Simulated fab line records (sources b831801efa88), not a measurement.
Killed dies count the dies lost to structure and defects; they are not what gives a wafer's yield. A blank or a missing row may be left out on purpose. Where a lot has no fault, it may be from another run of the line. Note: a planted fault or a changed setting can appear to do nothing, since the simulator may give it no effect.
Matching of chambers || flow gf180mcu || GF_V4_CVD_02 on pecvd-04 has 3 sister chambers
The step deposits SiO2 from TEOS, target thk 850 nm, time 94.851 s. 3 wafers are shown with their chamber, then 7 later ones without.

== WAFERS WITH THEIR CHAMBER ==
{"wafer": "L079.6", "chamber": 1, "heater_power_w (W)": 655}
{"wafer": "L088.1", "chamber": 2, "heater_power_w (W)": 563}
{"wafer": "L088.2", "chamber": 0, "heater_power_w (W)": 582}

== WAFERS WHOSE CHAMBER IS MISSING ==
{"wafer": "L088.4", "heater_power_w (W)": 639}
{"wafer": "L094.1", "heater_power_w (W)": 819}
{"wafer": "L094.2", "heater_power_w (W)": 693}
{"wafer": "L094.4", "heater_power_w (W)": 846}
{"wafer": "L097.2", "heater_power_w (W)": 729}
{"wafer": "L097.4", "heater_power_w (W)": 480}
{"wafer": "L097.5", "heater_power_w (W)": 845}

== WHICH CHAMBER EACH ONE RAN IN ==
{"wafer": "L088.4", "from the rows above": "can't be placed: 1 or 0 or 2", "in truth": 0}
{"wafer": "L094.1", "from the rows above": "can't be placed: 1 or 0 or 2", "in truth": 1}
{"wafer": "L094.2", "from the rows above": "can't be placed: 1 or 0 or 2", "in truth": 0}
{"wafer": "L094.4", "from the rows above": "can't be placed: 1 or 0 or 2", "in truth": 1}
{"wafer": "L097.2", "from the rows above": "can't be placed: 1 or 0 or 2", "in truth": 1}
{"wafer": "L097.4", "from the rows above": "can't be placed: 2 or 0 or 1", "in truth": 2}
{"wafer": "L097.5", "from the rows above": "can't be placed: 1 or 0 or 2", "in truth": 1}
Correct placement for 0 of the 7. Unplaceable from these rows: 7, with the true chamber sitting among the candidates in 7. Wrongly placed: 0.
How it was worked out, from the rows above alone: a wafer's distance from a chamber is the root of the sum, over the readings, of the square of ((its reading less the chamber's mean) divided by the reading's scatter). If the next closest chamber is less than 2 further off than the closest, the wafer can't be placed; otherwise it belongs to the closest. Each chamber's mean is taken over the wafers shown for it. The scatter: root of mean squared gap, hidden wafer to nearest shown wafer, with one shown wafer a chamber.
